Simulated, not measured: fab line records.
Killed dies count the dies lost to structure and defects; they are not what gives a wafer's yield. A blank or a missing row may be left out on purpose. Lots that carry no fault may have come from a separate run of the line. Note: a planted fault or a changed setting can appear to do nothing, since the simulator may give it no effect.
What tool caused it? -- flow gf180mcu -- at 1 step of a route of 602, 7 lots with 21 wafers sampled

== WHAT THE GAUGES SHOWED, per wafer ==
GF_SAB_CD_MEAS_09: target cd 420 nm.
lot,measured,on,cdNm (nm)
L216,day 15 19:08,cdSem-02,419.0 418.6 418.0
L220,day 17 07:50,cdSem-02,420.0 421.0 419.7
L223,day 18 07:51,cdSem-01,417.9 419.8 419.2
L226,day 19 09:30,cdSem-02,417.8 418.0 416.9
L230,day 20 15:53,cdSem-01,420.1 419.1 418.0
L232,day 21 10:07,cdSem-02,421.4 423.4 421.7
L238,day 23 04:23,cdSem-01,423.0 421.9 423.4

== EACH LOT AND THE TOOL THAT RAN IT (in order: tool; ch and the chambers of the sampled wafers; start) ==
Before these readings, the record contains no process step.

== THE ANSWER, worked out from the rows above alone ==
Rule: what is usual is taken from the lots themselves. Put in order of their means at a reading, lots are off if they are a third of the lots or fewer, leave a main group of 4 or more, and stand apart from it by a gap of 3 or more times the standard deviation of the main group's means; of several such gaps the widest counts. The tables above print the reading to a certain number of digits; a main group whose means all agree to those digits is not used. A lot without any number at a reading at which 4 lots or more have one is off too. The other lots that the step has rows for count as sound.
No lot is off on any of the readings shown, so nothing can be concluded from this.

== WHAT THE SIMULATOR PUT IN ==
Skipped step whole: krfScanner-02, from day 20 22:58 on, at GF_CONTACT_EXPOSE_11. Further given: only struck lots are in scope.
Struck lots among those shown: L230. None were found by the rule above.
